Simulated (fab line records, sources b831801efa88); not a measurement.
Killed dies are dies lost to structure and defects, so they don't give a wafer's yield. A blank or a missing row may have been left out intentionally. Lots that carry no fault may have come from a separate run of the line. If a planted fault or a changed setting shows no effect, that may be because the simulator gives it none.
Which of the tools did it? ; flow sky130 ; at 1 step of a route of 708, 12 lots with 36 wafers sampled

WHAT THE GAUGES SHOWED, per wafer
SKY_VIA4_THK_MEAS_01.
lot;measured;on;VIA4_HDPCVD_THK (nm)
L121;day 42 21:06;film metro-04;1745 1765 1777
L123;day 43 05:07;film metro-02;1723 1733 1728
L122;day 43 06:29;film metro-02;1762 1736 1741
L126;day 44 03:38;film metro-04;1772 1756 1751
L130;day 45 08:49;film metro-02;1736 1749 1759
L131;day 45 15:30;film metro-02;1747 1737 1755
L132;day 45 21:17;film metro-03;1758 1752 1766
L133;day 45 21:58;film metro-04;1752 1748 1754
L135;day 46 16:41;film metro-04;1765 1782 1785
L136;day 46 21:27;film metro-04;1743 1752 1740
L141;day 48 00:16;film metro-03;1747 1757 1751
L143;day 48 08:19;film metro-03;1780 1744 1757

TOOL THAT RAN EACH LOT (tool first, then ch and the chambers of the sampled wafers, then the start)
No process step before these readings appears in the record.

WHAT THE TOOLS THEMSELVES READ (means of the sampled wafers that have a number; where no wafer has one, the mark that the record gives instead)
The record holds no such reading with a usual standard deviation.

THE ANSWER, worked out from the rows above alone
Rule: the lots themselves supply what counts as usual. Put in order of their means at a reading, lots are off if they are a third of the lots or fewer, leave a main group of 4 or more, and stand apart from it by a gap of 3 or more times the standard deviation of the main group's means; of several such gaps the widest counts. A main group whose means are all the same, to the digits that the tables above print for the reading, isn't used. Also off: a lot with no number at a reading for which 4 or more lots have one. Any other lot the step has rows for is counted as sound. After the gauges, taken in route order, come the tools' own readings; for these a lot's mean is taken, as printed above. The first step at which some lot is off is used, and at that step the reading that is off furthest; a lot without a number counts as furthest.
None of the lots is off at any reading shown; this tells nothing.

WHAT THE SIMULATOR HAD INSERTED
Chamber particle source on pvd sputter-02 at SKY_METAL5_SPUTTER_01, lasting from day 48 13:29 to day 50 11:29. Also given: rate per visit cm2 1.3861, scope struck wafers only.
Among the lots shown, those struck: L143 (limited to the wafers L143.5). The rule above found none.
